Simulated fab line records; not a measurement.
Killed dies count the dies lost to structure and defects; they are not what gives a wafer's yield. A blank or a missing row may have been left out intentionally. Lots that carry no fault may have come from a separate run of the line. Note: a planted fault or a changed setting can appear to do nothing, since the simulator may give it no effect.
fab line records | flow sky130 | part 1 of 2: steps 1 to 28 of 40
[record] lots = 5 wafers = 15 lastDay = 49
route steps=708 shown LDD_P@259 LDD_HVN@267 LDD_HVP@278 LDD_LDN@289
lots with no fault: from the same line, run without faults
startH: hours from the record's opening day to when the first of the lot's shown wafers began | waitH: hours from the lot's prior step to this one | " identical to the entry in the row above | L1.1+2: a row that stands for several wafers | - value missing, or start not given | * or withheld: withheld | < > ~ a bound
route shown NAME@n: NAME is a module with steps in the file, n the number in the route of the first one | usual: mean/standard deviation taken from wafers without a fault | same: alike in all rows | chamber/n: place in a boat | sites: the reading at each site | _std_site: the values' standard deviation | _edge_site: the outer-site mean with the inner-site mean subtracted | radiusMm: for every site, how far away it sits from the centre of the wafer | mask NAME#n: copy n | behind: the tool/chamber that last shaped the wafer | hold: what put the lot on hold/how long, in hours/how the hold closed | device: the transistor (n, p or np) that didn't switch | end of line: the route-end tests of the same wafers | where a step has no rows: the recipe by itself | killed: count of dies lost to structure and defects at first sort (not the wafer's yield) | map: the dies of a wafer, with x for killed, . for not killed, _ for no die there
set.NAME: the setting as run; set.NAME@STEP: as run at that earlier step | model.NAME: the simulator's own value behind a step, which no gauge read
lots seen at some steps along the route; tables by step, rows by wafer
services: when a tool's chamber went out of use (startH, in hours from the record's first day, below 0 if earlier), for how many hours, and the reason
[[steps]]
[step SKY_LDD_P_EXPOSE_04]
[recipe] maskId = PSDM na = 0.6 sourceShape = conventional sigmaOuter = 0.6 polarization = unpolarized targetCdNm = 380 doseMj = 138
[usual] focusOffsetNm = 0.0/0.52
// columns lot.wafer tool chamber startH waitH mask focusOffsetNm
L077.2 ilineStepper-02 0 - - PSDM#0 -1.1
L077.3 " 0 " " PSDM#0 -0.3
L077.6 " 0 " " PSDM#0 -0.2
L081.1 ilineStepper-01 0 - - PSDM#0 -0.7
L081.2 " 0 " " PSDM#0 -0.6
L081.5 " 0 " " PSDM#0 -0.3
L084.3 ilineStepper-02 0 - - PSDM#0 0.6
L084.4 " 0 " " PSDM#0 0.3
L084.6 " 0 " " PSDM#0 -0.4
L085.2 ilineStepper-01 0 - - PSDM#0 0.1
L085.3 " 0 " " PSDM#0 0.2
L085.4 " 0 " " PSDM#0 0.5
L093.3 ilineStepper-01 0 - - PSDM#0 0.3
L093.4 " 0 " " PSDM#0 0.1
L093.5 " 0 " " PSDM#0 -0.4
[step SKY_LDD_P_PEB_05]
[recipe] tempC = withheld timeS = * resist = NOVOLAK
// columns lot.wafer tool chamber startH waitH
L077.2+3+6 lithoTrack-03 0 - -
L081.1+2+5 lithoTrack-04 0 - -
L084.3+4+6 lithoTrack-03 0 - -
L085.2+3+4 lithoTrack-04 0 - -
L093.3+4+5 lithoTrack-02 0 - -
[step SKY_LDD_P_DEVELOP_06]
[recipe] resist = NOVOLAK developer = TMAH developTimeS = 61.64 devTempC = 23
// columns lot.wafer tool chamber startH waitH
L077.2+3+6 lithoTrack-03 0 459.13 0.1
L081.1+2+5 lithoTrack-04 0 495.01 0.1
L084.3+4+6 lithoTrack-03 0 524.25 0.1
L085.2+3+4 lithoTrack-04 0 531.23 0.1
L093.3+4+5 lithoTrack-02 0 611.33 0.1
[step SKY_LDD_P_CD_MEAS_07]
[recipe] targetCdNm = 380
[usual] cdNm = 379.6/2.5
// columns lot.wafer tool chamber startH waitH cdNm
L077.2 cdSem-02 - 459.27 0.1 383.6
L077.3 " - " " 383.8
L077.6 " - " " 383.0
L081.1 cdSem-01 - 495.16 0.1 384.5
L081.2 " - " " 381.5
L081.5 " - " " 383.3
L084.3 cdSem-01 - 524.39 0.1 378.9
L084.4 " - " " 381.2
L084.6 " - " " 380.9
L085.2 cdSem-01 - 531.38 0.1 376.0
L085.3 " - " " 377.1
L085.4 " - " " 377.9
L093.3 cdSem-01 - 611.47 0.1 378.1
L093.4 " - " " 377.6
L093.5 " - " " 379.1
[step SKY_LDD_P_OVL_MEAS_08]
[usual] LDD_P_OVL = 0.6/1.2
// columns lot.wafer tool chamber startH waitH LDD_P_OVL[nm]
L077.2 overlay-02 - 459.38 0.1 -0.8
L077.3 " - " " 0.5
L077.6 " - " " -0.5
L081.1 overlay-01 - 495.28 0.1 -0.7
L081.2 " - " " -0.2
L081.5 " - " " 0.2
L084.3 overlay-02 - 524.48 0.1 0.8
L084.4 " - " " 0.7
L084.6 " - " " 2.0
L085.2 overlay-01 - 531.48 0.1 -0.6
L085.3 " - " " -0.1
L085.4 " - " " -0.8
L093.3 overlay-02 - 611.57 0.1 1.0
L093.4 " - " " 0.7
L093.5 " - " " 0.8
[step SKY_LDD_P_IMPLANT_09]
[recipe] species = BF2 energyKev = 25 doseCm2 = 1e+13 tiltDeg = withheld
[usual] faradayCurrentUA = 56.3/1
[same] implantIonAmu = 49
// columns lot.wafer tool chamber startH waitH faradayCurrentUA
L077.2 implanter-04 0 459.43 0.0 56.5
L077.3 " 0 " " 56.2
L077.6 " 0 " " 57.6
L081.1 implanter-04 0 495.31 0.0 56.8
L081.2 " 0 " " 55.9
L081.5 " 0 " " 55.1
L084.3 implanter-04 0 524.56 0.1 56.1
L084.4 " 0 " " 54.9
L084.6 " 0 " " 57.1
L085.2 implanter-02 0 531.54 0.0 54.6
L085.3 " 0 " " 57.3
L085.4 " 0 " " 55.6
L093.3 implanter-03 0 611.64 0.1 56.2
L093.4 " 0 " " 57.0
L093.5 " 0 " " 58.0
[step SKY_LDD_P_STRIP_10]
[recipe] chemistry = O2/N2 powerW = 1400 pressureMtorr = 1500 platenTempC = withheld o2FlowSccm = 3000 n2FlowSccm = 300 overashFraction = 0.5
[usual] drypumpMotorCurrentA = 5.6/0.46 o2FlowSccm = 2998/9.8 oesProductAu = 0.715/0.0046 stripTimeToEndpointS = 14.19/0.042
[same] overashFraction = 0.5
// columns lot.wafer tool chamber startH waitH drypumpMotorCurrentA o2FlowSccm oesProductAu rfHoursCounterH stripTimeToEndpointS
L077.2 plasmaAsher-02 0 459.56 0.1 5.7 2994 0.707 34 14.19
L077.3 " 0 " " 5.7 2994 0.715 - 14.18
L077.6 " 0 " " 5.7 2996 0.715 - 14.21
L081.1 plasmaAsher-04 1 495.46 0.1 4.9 2981 0.717 82 14.15
L081.2 " 0 " " 6.0 3014 0.710 82 14.20
L081.5 " 1 " " 4.9 2991 0.722 - 14.16
L084.3 plasmaAsher-02 1 524.69 0.1 5.4 2999 0.713 - 14.21
L084.4 " 0 " " 5.6 3004 0.712 - 14.22
L084.6 " 1 " " 5.4 2991 0.712 - 14.17
L085.2 plasmaAsher-02 1 531.66 0.1 5.3 2985 0.710 41 14.27
L085.3 " 0 " " 5.7 2965 0.714 - 14.26
L085.4 " 1 " " 5.3 3002 0.724 - 14.26
L093.3 plasmaAsher-04 0 611.77 0.1 6.0 2981 0.712 - 14.17
L093.4 " 1 " " 4.9 3004 0.722 - 14.17
L093.5 " 0 " " 6.0 2985 0.717 - 14.16
[step SKY_LDD_P_TW_MEAS_11]
[usual] LDD_P_TW = 632/4.1
// columns lot.wafer tool chamber startH waitH LDD_P_TW
L077.2 filmMetro-04 - 459.67 0.1 628
L077.3 " - " " 629
L077.6 " - " " 632
L081.1 filmMetro-03 - 495.56 0.1 633
L081.2 " - " " 632
L081.5 " - " " 630
L084.3 filmMetro-04 - 524.78 0.1 630
L084.4 " - " " 628
L084.6 " - " " 632
L085.2 filmMetro-04 - 531.77 0.1 628
L085.3 " - " " 627
L085.4 " - " " 629
L093.3 filmMetro-04 - 611.86 0.1 626
L093.4 " - " " 630
L093.5 " - " " 631
[step SKY_LDD_HVN_DEHYDRATE_00]
[recipe] tempC = 200 timeS = 60
[usual] plateTempC = 199.97/0.18
// columns lot.wafer tool chamber startH waitH plateTempC
L077.2 lithoTrack-03 0 474.83 15.1 200.00
L077.3 " 0 " " 200.02
L077.6 " 0 " " 199.82
L081.1 lithoTrack-01 0 510.47 14.9 199.79
L081.2 " 0 " " 199.95
L081.5 " 0 " " 199.84
L084.3 lithoTrack-01 0 539.72 14.9 199.74
L084.4 " 0 " " 199.76
L084.6 " 0 " " 199.86
L085.2 lithoTrack-03 0 546.63 14.8 199.94
L085.3 " 0 " " 199.74
L085.4 " 0 " " 200.21
L093.3 lithoTrack-03 0 625.35 13.5 199.97
L093.4 " 0 " " 200.18
L093.5 " 0 " " 199.99
[step SKY_LDD_HVN_HMDS_01]
[recipe] primeTimeS = 60 primeTempC = 120
// columns lot.wafer tool chamber startH waitH
L077.2+3+6 lithoTrack-03 0 474.98 0.1
L081.1+2+5 lithoTrack-01 0 510.62 0.1
L084.3+4+6 lithoTrack-01 0 539.87 0.1
L085.2+3+4 lithoTrack-03 0 546.78 0.1
L093.3+4+5 lithoTrack-03 0 625.50 0.1
[step SKY_LDD_HVN_COAT_02]
[recipe] resist = NOVOLAK spinRpm = 3000 resistThkNm = 300
// columns lot.wafer tool chamber startH waitH
L077.2+3+6 lithoTrack-03 0 475.13 0.1
L081.1+2+5 lithoTrack-01 0 510.77 0.1
L084.3+4+6 lithoTrack-01 0 540.02 0.1
L085.2+3+4 lithoTrack-03 0 546.93 0.1
L093.3+4+5 lithoTrack-03 0 625.65 0.1
[step SKY_LDD_HVN_SOFTBAKE_03]
[recipe] tempC = 90 timeS = 60 resist = NOVOLAK
[usual] plateTempC = 90.03/0.12
// columns lot.wafer tool chamber startH waitH plateTempC
L077.2 lithoTrack-03 0 475.28 0.1 90.01
L077.3 " 0 " " 89.97
L077.6 " 0 " " 90.03
L081.1 lithoTrack-01 0 510.92 0.1 89.85
L081.2 " 0 " " 90.00
L081.5 " 0 " " 89.90
L084.3 lithoTrack-01 0 540.17 0.1 90.33
L084.4 " 0 " " 90.12
L084.6 " 0 " " 89.88
L085.2 lithoTrack-03 0 547.08 0.1 90.15
L085.3 " 0 " " 90.00
L085.4 " 0 " " 90.09
L093.3 lithoTrack-03 0 625.80 0.1 90.00
L093.4 " 0 " " 89.84
L093.5 " 0 " " 90.16
[step SKY_LDD_HVN_EXPOSE_04]
[recipe] maskId = HVNTM na = 0.6 sourceShape = conventional sigmaOuter = 0.6 polarization = unpolarized targetCdNm = 700 doseMj = 127
[usual] focusOffsetNm = 0.0/0.55
// columns lot.wafer tool chamber startH waitH mask focusOffsetNm
L077.2 ilineStepper-01 0 - - HVNTM#0 -0.2
L077.3 " 0 " " HVNTM#0 -0.3
L077.6 " 0 " " HVNTM#0 -0.8
L081.1 ilineStepper-02 0 - - HVNTM#0 -0.2
L081.2 " 0 " " HVNTM#0 0.4
L081.5 " 0 " " HVNTM#0 0.7
L084.3 ilineStepper-02 0 - - HVNTM#0 0.5
L084.4 " 0 " " HVNTM#0 0.1
L084.6 " 0 " " HVNTM#0 0.1
L085.2 ilineStepper-02 0 - - HVNTM#0 -0.1
L085.3 " 0 " " HVNTM#0 0.3
L085.4 " 0 " " HVNTM#0 0.0
L093.3 ilineStepper-01 0 - - HVNTM#0 0.2
L093.4 " 0 " " HVNTM#0 -0.3
L093.5 " 0 " " HVNTM#0 0.1
[step SKY_LDD_HVN_PEB_05]
[recipe] tempC = withheld timeS = * resist = NOVOLAK
// columns lot.wafer tool chamber startH waitH
L077.2+3+6 lithoTrack-04 0 - -
L081.1+2+5 lithoTrack-03 0 - -
L084.3+4+6 lithoTrack-04 0 - -
L085.2+3+4 lithoTrack-03 0 - -
L093.3+4+5 lithoTrack-04 0 - -
[step SKY_LDD_HVN_DEVELOP_06]
[recipe] resist = NOVOLAK developer = TMAH developTimeS = 60 devTempC = 23
// columns lot.wafer tool chamber startH waitH
L077.2+3+6 lithoTrack-04 0 490.38 0.1
L081.1+2+5 lithoTrack-03 0 525.15 0.1
L084.3+4+6 lithoTrack-04 0 555.11 0.1
L085.2+3+4 lithoTrack-03 0 561.53 0.1
L093.3+4+5 lithoTrack-04 0 640.16 0.1
[step SKY_LDD_HVN_OVL_MEAS_07]
[usual] LDD_HVN_OVL = 0.3/1.3
// columns lot.wafer tool chamber startH waitH LDD_HVN_OVL[nm]
L077.2 overlay-01 - 490.53 0.1 0.5
L077.3 " - " " 0.9
L077.6 " - " " 0.7
L081.1 overlay-01 - 525.30 0.1 0.2
L081.2 " - " " -0.2
L081.5 " - " " 1.1
L084.3 overlay-02 - 555.22 0.1 -0.2
L084.4 " - " " -0.2
L084.6 " - " " -0.5
L085.2 overlay-01 - 561.66 0.1 -0.5
L085.3 " - " " -0.8
L085.4 " - " " 0.2
L093.3 overlay-01 - 640.27 0.1 3.1
L093.4 " - " " 1.9
L093.5 " - " " 2.9
[step SKY_LDD_HVN_IMPLANT_08]
[recipe] species = P energyKev = 60 doseCm2 = 3e+13 tiltDeg = 40
[usual] faradayCurrentUA = 170/3.5
[same] implantIonAmu = 31
// columns lot.wafer tool chamber startH waitH faradayCurrentUA
L077.2 implanter-02 0 490.59 0.0 173
L077.3 " 0 " " 165
L077.6 " 0 " " 172
L081.1 implanter-01 0 525.34 0.0 166
L081.2 " 0 " " 165
L081.5 " 0 " " 170
L084.3 implanter-01 0 555.29 0.1 171
L084.4 " 0 " " 168
L084.6 " 0 " " 166
L085.2 implanter-03 0 561.71 0.0 170
L085.3 " 0 " " 168
L085.4 " 0 " " 174
L093.3 implanter-03 0 640.34 0.1 170
L093.4 " 0 " " 170
L093.5 " 0 " " 170
[step SKY_LDD_HVN_STRIP_09]
[recipe] chemistry = O2/N2 powerW = 1400 pressureMtorr = 1500 platenTempC = withheld o2FlowSccm = 3000 n2FlowSccm = 300 overashFraction = 0.5
[usual] drypumpMotorCurrentA = 5.7/0.6 o2FlowSccm = 3001/8 oesProductAu = 0.408/0.0047 stripTimeToEndpointS = 4.132/0.013
[same] overashFraction = 0.5
// columns lot.wafer tool chamber startH waitH drypumpMotorCurrentA o2FlowSccm oesProductAu rfHoursCounterH stripTimeToEndpointS
L077.2 plasmaAsher-01 0 490.71 0.1 6.5 2988 0.404 6 4.119
L077.3 " 1 " " 6.0 3002 0.403 - 4.121
L077.6 " 0 " " 6.5 2999 0.400 - 4.135
L081.1 plasmaAsher-03 0 525.49 0.1 4.9 2978 0.408 68 4.106
L081.2 " 1 " " 5.9 3007 0.414 68 4.125
L081.5 " 1 " " 5.9 2995 0.411 - 4.107
L084.3 plasmaAsher-03 1 555.43 0.1 5.9 3009 0.405 - 4.127
L084.4 " 0 " " 4.9 2999 0.413 - 4.122
L084.6 " 1 " " 5.9 3001 0.411 - 4.134
L085.2 plasmaAsher-03 0 561.84 0.1 4.9 3003 0.404 72 4.140
L085.3 " 1 " " 5.9 2999 0.409 - 4.143
L085.4 " 0 " " 4.9 3002 0.406 - 4.129
L093.3 plasmaAsher-01 0 640.48 0.1 6.5 3005 0.406 - 4.135
L093.4 " 1 " " 6.1 3012 0.418 - 4.130
L093.5 " 1 " " 6.1 3008 0.406 - 4.151
[step SKY_LDD_HVN_TW_MEAS_10]
[usual] LDD_HVN_TW = 1437/7.1
// columns lot.wafer tool chamber startH waitH LDD_HVN_TW
L077.2 filmMetro-01 - 490.82 0.1 1446
L077.3 " - " " 1451
L077.6 " - " " 1447
L081.1 filmMetro-01 - 525.62 0.1 1440
L081.2 " - " " 1445
L081.5 " - " " 1436
L084.3 filmMetro-01 - 555.51 0.1 1440
L084.4 " - " " 1443
L084.6 " - " " 1451
L085.2 filmMetro-03 - 561.95 0.1 1447
L085.3 " - " " 1438
L085.4 " - " " 1433
L093.3 filmMetro-02 - 640.56 0.1 1441
L093.4 " - " " 1444
L093.5 " - " " 1440
[step SKY_LDD_HVP_DEHYDRATE_00]
[recipe] tempC = 200 timeS = 60
[usual] plateTempC = 199.99/0.15
// columns lot.wafer tool chamber startH waitH plateTempC
L077.2 lithoTrack-03 0 505.78 14.9 199.54
L077.3 " 0 " " 199.74
L077.6 " 0 " " 199.83
L081.1 lithoTrack-03 0 540.45 14.8 199.93
L081.2 " 0 " " 200.02
L081.5 " 0 " " 200.03
L084.3 lithoTrack-01 0 570.57 15.0 199.92
L084.4 " 0 " " 199.80
L084.6 " 0 " " 199.92
L085.2 lithoTrack-02 0 576.61 14.7 199.85
L085.3 " 0 " " 200.01
L085.4 " 0 " " 200.12
L093.3 lithoTrack-01 0 653.47 12.9 199.94
L093.4 " 0 " " 200.08
L093.5 " 0 " " 199.88
[step SKY_LDD_HVP_HMDS_01]
[recipe] primeTimeS = 60 primeTempC = 120
// columns lot.wafer tool chamber startH waitH
L077.2+3+6 lithoTrack-03 0 505.93 0.1
L081.1+2+5 lithoTrack-03 0 540.60 0.1
L084.3+4+6 lithoTrack-01 0 570.72 0.1
L085.2+3+4 lithoTrack-02 0 576.76 0.1
L093.3+4+5 lithoTrack-01 0 653.62 0.1
[step SKY_LDD_HVP_COAT_02]
[recipe] resist = NOVOLAK spinRpm = 3000 resistThkNm = 300
// columns lot.wafer tool chamber startH waitH
L077.2+3+6 lithoTrack-03 0 506.08 0.1
L081.1+2+5 lithoTrack-03 0 540.75 0.1
L084.3+4+6 lithoTrack-01 0 570.87 0.1
L085.2+3+4 lithoTrack-02 0 576.91 0.1
L093.3+4+5 lithoTrack-01 0 653.77 0.1
[step SKY_LDD_HVP_SOFTBAKE_03]
[recipe] tempC = 90 timeS = 60 resist = NOVOLAK
[usual] plateTempC = 89.98/0.12
// columns lot.wafer tool chamber startH waitH plateTempC
L077.2 lithoTrack-03 0 506.23 0.1 90.23
L077.3 " 0 " " 90.31
L077.6 " 0 " " 90.16
L081.1 lithoTrack-03 0 540.90 0.1 90.14
L081.2 " 0 " " 90.16
L081.5 " 0 " " 90.07
L084.3 lithoTrack-01 0 571.02 0.1 89.94
L084.4 " 0 " " 89.99
L084.6 " 0 " " 89.95
L085.2 lithoTrack-02 0 577.06 0.1 90.10
L085.3 " 0 " " 89.88
L085.4 " 0 " " 90.07
L093.3 lithoTrack-01 0 653.92 0.1 89.94
L093.4 " 0 " " 89.91
L093.5 " 0 " " 90.02
[step SKY_LDD_HVP_EXPOSE_04]
[recipe] maskId = HVPTM na = 0.6 sourceShape = conventional sigmaOuter = 0.6 polarization = unpolarized targetCdNm = 700 doseMj = 86
[usual] focusOffsetNm = 0.0/0.5
// columns lot.wafer tool chamber startH waitH mask focusOffsetNm
L077.2 ilineStepper-02 0 - - HVPTM#0 0.2
L077.3 " 0 " " HVPTM#0 -0.3
L077.6 " 0 " " HVPTM#0 -1.0
L081.1 ilineStepper-01 0 - - HVPTM#0 -0.9
L081.2 " 0 " " HVPTM#0 -0.1
L081.5 " 0 " " HVPTM#0 -1.1
L084.3 ilineStepper-01 0 - - HVPTM#0 0.0
L084.4 " 0 " " HVPTM#0 -0.6
L084.6 " 0 " " HVPTM#0 0.5
L085.2 ilineStepper-01 0 - - HVPTM#0 0.2
L085.3 " 0 " " HVPTM#0 -0.8
L085.4 " 0 " " HVPTM#0 0.0
L093.3 ilineStepper-02 0 - - HVPTM#0 -0.5
L093.4 " 0 " " HVPTM#0 -0.6
L093.5 " 0 " " HVPTM#0 -0.6
[step SKY_LDD_HVP_PEB_05]
[recipe] tempC = withheld timeS = * resist = NOVOLAK
// columns lot.wafer tool chamber startH waitH
L077.2+3+6 lithoTrack-02 0 - -
L081.1+2+5 lithoTrack-03 0 - -
L084.3+4+6 lithoTrack-03 0 - -
L085.2+3+4 lithoTrack-02 0 - -
L093.3+4+5 lithoTrack-03 0 - -
[step SKY_LDD_HVP_DEVELOP_06]
[recipe] resist = NOVOLAK developer = TMAH developTimeS = 60 devTempC = 23
// columns lot.wafer tool chamber startH waitH
L077.2+3+6 lithoTrack-02 0 520.86 0.1
L081.1+2+5 lithoTrack-03 0 555.80 0.1
L084.3+4+6 lithoTrack-03 0 584.90 0.1
L085.2+3+4 lithoTrack-02 0 590.91 0.1
L093.3+4+5 lithoTrack-03 0 668.55 0.1
[step SKY_LDD_HVP_OVL_MEAS_07]
[usual] LDD_HVP_OVL = -0.2/1.5
// columns lot.wafer tool chamber startH waitH LDD_HVP_OVL[nm]
L077.2 overlay-02 - 520.99 0.1 -0.3
L077.3 " - " " -0.9
L077.6 " - " " -1.0
L081.1 overlay-02 - 555.95 0.1 -1.2
L081.2 " - " " 1.3
L081.5 " - " " 2.0
L084.3 overlay-01 - 585.01 0.1 0.3
L084.4 " - " " -2.1
L084.6 " - " " 0.3
L085.2 overlay-02 - 591.04 0.1 0.5
L085.3 " - " " -0.7
L085.4 " - " " 0.2
L093.3 overlay-01 - 668.66 0.1 -3.2
L093.4 " - " " -1.3
L093.5 " - " " -1.3
[step SKY_LDD_HVP_IMPLANT_08]
[recipe] species = B energyKev = 20 doseCm2 = 1.7e+13 tiltDeg = 17.9
[usual] faradayCurrentUA = 95.9/1.9
[same] implantIonAmu = 11
// columns lot.wafer tool chamber startH waitH faradayCurrentUA
L077.2 implanter-02 0 521.05 0.0 96.0
L077.3 " 0 " " 94.6
L077.6 " 0 " " 98.1
L081.1 implanter-04 0 555.99 0.0 94.3
L081.2 " 0 " " 95.5
L081.5 " 0 " " 97.2
L084.3 implanter-01 0 585.09 0.1 94.9
L084.4 " 0 " " 95.1
L084.6 " 0 " " 97.5
L085.2 implanter-04 0 591.10 0.0 94.6
L085.3 " 0 " " 96.2
L085.4 " 0 " " 95.9
L093.3 implanter-04 0 668.74 0.1 96.3
L093.4 " 0 " " 92.9
L093.5 " 0 " " 97.7
